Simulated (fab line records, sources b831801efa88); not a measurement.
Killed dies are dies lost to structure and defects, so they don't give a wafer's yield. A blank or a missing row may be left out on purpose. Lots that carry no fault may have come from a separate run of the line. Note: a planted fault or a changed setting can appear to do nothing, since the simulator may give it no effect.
A struck lot beside a sound one    flow gf180mcu    15 out of 602 route steps
Sound: the wafers L799.4, L799.5, L799.6. Struck: wafers L808.4, L808.5, L808.6. The cause comes at the end.
At each step with rows: each side's tool, then ch and its chambers, then its first start. Under that, the readings that differ: sound wafers    struck wafers    difference of the means    sigmas: that difference in standard deviations of wafers without a fault.
alike: readings whose means differ by less than 2 such deviations, and words and numbers that are the same on both sides. not compared: withheld readings, readings that some wafer has no value for, bounds like >300 that may hide the same value, and numbers for which the record gives no deviation and whose values overlap.
Wherever a step has rows on one side only, a row that says differs or no value, or a row with sigmas, the two part there. When numbers do not overlap yet have no deviation, they are printed without sigmas and do not part them. Lack of a reading on every wafer of one side parts them only where that side has two or more wafers.

GF_V2_CD_MEAS_14: target cd 260 nm.
  sound on cd-sem-01, day 21 12:34; struck on cd-sem-01, day 23 21:44
  alike: cd-nm
GF_V2_OVL_MEAS_15:
  sound on overlay-02, day 21 12:38; struck on overlay-02, day 23 21:49
  alike: V2_OVL
then, 1 step without rows for these wafers: GF_V2_ETCH_16 (etches BARC in N2/H2).
GF_V2_ETCH_17: etches SiO2 in C4F8/O2/Ar, stops on TiN, target depth 630 nm.
  sound on rie-diel-04 ch 0,1,3; struck on rie-diel-02 ch 0,1,2
  alike: oes-product-au
then, 3 steps without rows for these wafers: GF_V2_STRIP_18 (strips in O2/N2); GF_V2_STRIP_19 (strips in post etch residue remover, time 1200 s); GF_V2_CLEAN_20 (cleans in DIW).
GF_V2_SPUTTER_21: material Ti, target thk 15 nm, time 80.02 s.
  sound on pvd-sputter-02, day 21 13:19; struck on pvd-sputter-02, day 23 22:34
  alike: substrate-temp-c, throttle-valve-pct
GF_V2_SPUTTER_22: material TiN, target thk 10 nm, time 40 s.
  sound on pvd-sputter-02, day 21 13:23; struck on pvd-sputter-02, day 23 22:38
  alike: throttle-valve-pct
GF_V2_CVD_23: deposits W, target thk 350 nm, time 104.94 s.
  sound on cvd-w-02 ch 0,1, day 21 13:27; struck on cvd-w-02 ch 0,1, day 23 22:42
  alike: heater-power-w
GF_V2_RS_MEAS_24: the measuring method here is four-point-probe.
  sound on film-metro-03, day 21 13:35; struck on film-metro-01, day 23 22:50
  alike: V2_W_RS
GF_V2_THK_MEAS_25: measures by xrf.
  sound on film-metro-03, day 21 13:41; struck on film-metro-01, day 23 22:56
  alike: V2_W_THK
GF_V2_CMP_26: polishes, stops on SiO2, t overpolish 15 s, target thk 0 nm.
  sound on cmp-02 ch 0,1, day 21 13:43; struck on cmp-02 ch 2,3, day 23 22:58
reading           sound              struck             difference  sigmas
platen-rpm (rpm)  60.09 59.98 59.98  65.94 66.01 65.94  +5.95       +99 or more
  alike: head-pressure-psi, motor-current-A, overpolish-run-s, time-to-endpoint-s
GF_M3_SPUTTER_00: material Ti, target thk 37.5 nm, time 150 s.
  sound on pvd-sputter-04, day 21 14:01; struck on pvd-sputter-01, day 23 23:16
  alike: substrate-temp-c, throttle-valve-pct
GF_PASSIVATION_PROBE_99:
  the record has rows for the sound wafers here (prober-01, day 30 02:55) and none for the struck ones

== WHERE THEY PART ==
At GF_V2_CMP_26 first; at GF_PASSIVATION_PROBE_99 last (within this record only).

WHY: the cause the simulator had injected
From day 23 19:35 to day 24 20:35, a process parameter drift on cmp-02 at GF_V2_CMP_26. Setting platen-rpm, moved by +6, from 60. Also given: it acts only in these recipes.
